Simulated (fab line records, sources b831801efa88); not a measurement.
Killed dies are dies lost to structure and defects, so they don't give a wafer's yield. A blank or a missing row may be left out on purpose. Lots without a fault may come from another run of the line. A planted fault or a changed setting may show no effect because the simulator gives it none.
A struck lot beside a sound one | flow sky130 | 30 steps out of a route of 708
Sound: wafers L802.1, L802.4, L802.6. Struck: wafers L809.2, L809.5. The cause comes at the end.
At each step with rows: each side's tool, then ch and its chambers, then its first start. Under that, the readings that differ: sound wafers | struck wafers | difference of the means | sigmas: that difference in standard deviations of wafers without a fault.
alike: readings whose means differ by less than 2 such deviations, and words and numbers that are the same on both sides. not compared: withheld readings, readings that some wafer has no value for, bounds like >300 that may hide the same value, and numbers for which the record gives no deviation and whose values overlap.
The two part at a step that has a row with sigmas, a row that says differs or no value, or rows on one side only. Numbers that don't overlap but have no deviation are shown without sigmas and don't part them. A reading that every wafer of one side lacks parts them only if that side has two wafers or more.

SKY_LI_CONTACT_OVL_MEAS_13:
  sound on overlay-01, day 32 11:02; struck on overlay-02, day 34 13:16
  alike: LI_CONTACT_OVL
SKY_LI_CONTACT_ETCH_14: etches BARC in N2/H2, stops on SiO2, time 45.9 s, target depth 60 nm.
  sound on rie_diel-03 ch 0,1,3, day 32 11:04; struck on rie_diel-02 ch 0,1, day 34 13:17
  alike: drypump_motor_current_A, oes_product_au, rf_fwd_power_W, throttle_valve_pct
  not compared: rf_hours_counter_h
SKY_LI_CONTACT_ETCH_15: etches PSG in C4F8/O2/Ar, stops on Si, target depth 600 nm.
  sound on rie_diel-03 ch 0,1,3, day 32 11:07; struck on rie_diel-02 ch 0,1, day 34 13:20
  alike: oes_product_au, rf_fwd_power_W
SKY_LI_CONTACT_STRIP_16: strips in O2/N2.
  sound on plasma_asher-03 ch 0, day 32 11:12; struck on plasma_asher-01 ch 0, day 34 13:25
  alike: drypump_motor_current_A, oes_product_au, strip_time_to_endpoint_s
  not compared: rf_hours_counter_h
then, 3 steps without rows for these wafers: SKY_LI_CONTACT_CLEAN_17 (cleans in NMP, time 600 s); SKY_LI_CONTACT_PRE_CLEAN_18 (time 5.6 s); SKY_LI_CONTACT_SPUTTER_19 (material Ti, target thk 20 nm, time 106.37 s).
SKY_LI_CONTACT_SPUTTER_20: material TiN, target thk 20 nm, time 80 s.
  sound on pvd_sputter-02, day 32 11:34; struck on pvd_sputter-02, day 34 13:47
  alike: throttle_valve_pct
SKY_LI_CONTACT_CVD_21: deposits W, target thk 400 nm, time 120.56 s.
  sound on cvd_w-02 ch 0,1, day 32 11:38; struck on cvd_w-02 ch 0, day 34 13:51
  alike: heater_power_w
SKY_LI_CONTACT_RS_MEAS_22: measures by four-point-probe.
  sound on film_metro-03, day 32 11:46; struck on film_metro-03, day 34 14:00
  alike: LI_CONTACT_W_RS
SKY_LI_CONTACT_THK_MEAS_23: measures by xrf.
  sound on film_metro-03, day 32 11:53; struck on film_metro-03, day 34 14:07
  alike: LI_CONTACT_W_THK
then, 1 step without rows for these wafers: SKY_LI_CONTACT_CMP_24 (polishes, stops on PSG, t overpolish 20 s, target thk 0 nm).
SKY_LOCAL_INTERCONNECT_SPUTTER_00: material TiN, target thk 100 nm, time 83.3 s.
  sound on pvd_sputter-01, day 32 12:14; struck on pvd_sputter-04, day 34 14:28
  reading                                                | sound             | struck      | difference | sigmas
  model.TiN_of_LOCAL_INTERCONNECT_SPUTTER_00.thk_nm (nm) | 101.9 99.21 100.5 | 97.08 98.05 | -2.97      |
  alike: throttle_valve_pct
SKY_LOCAL_INTERCONNECT_RS_MEAS_01: measures by four-point-probe.
  sound on film_metro-03, day 32 12:18; struck on film_metro-01, day 34 14:32
  reading                            | sound             | struck      | difference | sigmas
  LOCAL_INTERCONNECT_TIN_RS (ohm/sq) | 13.84 14.23 14.07 | 14.59 14.44 | +0.47      | +3
SKY_LOCAL_INTERCONNECT_THK_MEAS_02: measures by xrf.
  sound on film_metro-03, day 32 12:25; struck on film_metro-01, day 34 14:39
  alike: LOCAL_INTERCONNECT_TIN_THK
then, 8 steps without rows for these wafers: SKY_LOCAL_INTERCONNECT_DEHYDRATE_03 (time 60 s); SKY_LOCAL_INTERCONNECT_HMDS_04 (prime time 60 s); SKY_LOCAL_INTERCONNECT_COAT_05 (resist thk 60 nm); SKY_LOCAL_INTERCONNECT_COAT_06 (resist thk 450 nm); SKY_LOCAL_INTERCONNECT_SOFTBAKE_07 (time 90 s); SKY_LOCAL_INTERCONNECT_EXPOSE_08 (exposes mask LI1M, target cd 170 nm); SKY_LOCAL_INTERCONNECT_PEB_09; SKY_LOCAL_INTERCONNECT_DEVELOP_10 (develop time 60 s).
SKY_LOCAL_INTERCONNECT_CD_MEAS_11: target cd 170 nm.
  sound on cd_sem-01, day 33 14:37; struck on cd_sem-01, day 35 16:55
  alike: cd_nm
SKY_LOCAL_INTERCONNECT_OVL_MEAS_12:
  sound on overlay-02, day 33 14:44; struck on overlay-02, day 35 17:01
  alike: LOCAL_INTERCONNECT_OVL
then, 1 step without rows for these wafers: SKY_LOCAL_INTERCONNECT_ETCH_13 (etches BARC in N2/H2, stops on SiO2, time 45.9 s, target depth 60 nm).
SKY_LOCAL_INTERCONNECT_METAL_ETCH_14: etches TiN in Cl2/BCl3, stops on PSG, target depth 110 nm, time 31.4 s.
  sound on rie_metal-04 ch 0,1, day 33 14:50; struck on rie_metal-04 ch 0,1, day 35 17:07
  reading                                        | sound             | struck      | difference | sigmas
  oes_product_au (a.u.)                          | 0.952 0.933 0.948 | 0.922 0.927 | -0.020     | -2
  model.LOCAL_INTERCONNECT.feature_depth_nm (nm) | 101.9 99.21 100.5 | 97.08 98.05 | -2.97      |
  model.etch.depth_nm (nm)                       | 101.9 99.21 100.5 | 97.08 98.05 | -2.97      |
  alike: drypump_motor_current_A, rf_fwd_power_W, throttle_valve_pct
  not compared: rf_hours_counter_h
then, 1 step without rows for these wafers: SKY_LOCAL_INTERCONNECT_STRIP_15 (strips in O2/N2).
SKY_LOCAL_INTERCONNECT_STRIP_16: strips in post etch residue remover, time 1200 s.
  sound on wet_bench-03 ch 0, day 33 14:59; struck on wet_bench-03 ch 2, day 35 17:16
  reading                                                | sound            | struck      | difference | sigmas
  model.TiN_of_LOCAL_INTERCONNECT_SPUTTER_00.thk_nm (nm) | 101.5 98.8 100.1 | 96.67 97.63 | -2.98      |
  alike: temp_c
then, 1 step without rows for these wafers: SKY_LOCAL_INTERCONNECT_CLEAN_17 (cleans in IPA, time 180 s).

WHERE THEY PART
First at SKY_LOCAL_INTERCONNECT_RS_MEAS_01; last, within this record, at SKY_LOCAL_INTERCONNECT_METAL_ETCH_14. Later steps at which nothing parts them and some readings are alike: SKY_LOCAL_INTERCONNECT_STRIP_16.

WHY: what the simulator had put in
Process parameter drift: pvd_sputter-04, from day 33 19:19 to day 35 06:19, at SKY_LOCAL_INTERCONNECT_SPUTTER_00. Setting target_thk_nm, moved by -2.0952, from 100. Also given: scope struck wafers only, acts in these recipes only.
